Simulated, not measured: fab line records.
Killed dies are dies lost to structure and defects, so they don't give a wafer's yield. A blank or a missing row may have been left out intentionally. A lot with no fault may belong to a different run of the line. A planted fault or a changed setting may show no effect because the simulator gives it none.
2 desks looking at one fault | flow sky130 | numbers are kept per desk, each desk with only its own; the story behind them comes last

DESK OF THE TOOL OWNER: plasma asher-04
The tool's own readings at SKY_LDD_N_STRIP_16 (strips in O2/N2): means of the sampled wafers that have a number, for each lot that ran on this tool. If a lot's mean is further than 4 standard deviations from the usual mean, the lot is out of limits and carries the mark OUT (the distance appears in the brackets).
Columns: A = drypump motor current A at SKY_LDD_N_STRIP_16, usual 5.6 A; B = oes product au at SKY_LDD_N_STRIP_16, usual 0.406 a.u.; C = strip time to endpoint s at SKY_LDD_N_STRIP_16, usual 4.314 s
lot  | first seen here | A   | B                       | C
L172 | day 20 11:09    | 6.0 | 0.406                   | 4.323
L173 | day 20 12:03    | 6.0 | 0.409                   | 4.296
L175 | day 21 17:41    | 6.0 | 0.410                   | 4.320
L176 | day 22 10:17    | 6.0 | 0.407                   | 4.305
L177 | day 22 13:36    | 6.1 | 0.895 (+99 or more) OUT | -
This desk finds L177 out of limits, L177 being first, at day 22 13:36 (oes product au at SKY_LDD_N_STRIP_16). L172, L173, L175, L176: within limits.

FROM THE METROLOGY DESK
Lot by lot, what the gauges showed, no matter which tool ran the lot: averages of those sampled wafers that carry a number. If a lot's mean is further than 4 standard deviations from the usual mean, the lot is out of limits and carries the mark OUT (the distance appears in the brackets).
Columns: A = cd nm at SKY_POLY_GATE_CD_MEAS_13, usual 150.3 nm; B = cd nm at SKY_POLY_GATE_CD_MEAS_22, usual 149.9 nm; C = LDD_P_TW at SKY_LDD_P_TW_MEAS_11, usual 637
lot  | first seen here | A     | B     | C
L165 | day 16 10:43    | 149.8 | 148.5 | 640
L166 | day 16 20:09    | 151.9 | 151.4 | 635
L167 | day 17 00:07    | 148.8 | 147.3 | 642
L168 | day 17 11:24    | 151.2 | 153.5 | 633
L171 | day 18 14:01    | 149.5 | 147.8 | 642
L172 | day 19 00:52    | 150.6 | 151.2 | 633
L173 | day 19 02:10    | 149.4 | 148.4 | 636
L174 | day 19 15:43    | 150.6 | 150.1 | 637
L175 | day 20 07:47    | 150.2 | 148.7 | 637
L176 | day 21 00:19    | 149.8 | 148.9 | 634
L177 | day 21 03:56    | 150.6 | 149.9 | 30 (-99 or more) OUT
L188 | day 24 22:01    | 150.8 | 148.9 | 642
L187 | day 24 22:58    | 152.3 | 153.7 | 640
This desk's result: L177 out of limits, first on L177 (LDD_P_TW at SKY_LDD_P_TW_MEAS_11), day 23 20:22. L165, L166, L167, L168, L171, L172, L173, L174, L175, L176, L188, L187: within limits.

ALL TOGETHER
At day 22 13:36, on L177, the tool owner's desk was in a position to raise an alarm.
On L177, the metrology desk was in a position to raise an alarm at day 23 20:22.
Of the lots named, all ran SKY_LDD_N_STRIP_16 on plasma asher-04.

WHAT THE SIMULATOR PUT IN
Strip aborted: plasma asher-04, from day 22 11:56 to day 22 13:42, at SKY_LDD_N_STRIP_16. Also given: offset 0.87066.
Shown lots that were struck: L177.
Fault start to first reading out of limits, in hours, per desk: tool owner, 2; metrology, 32.
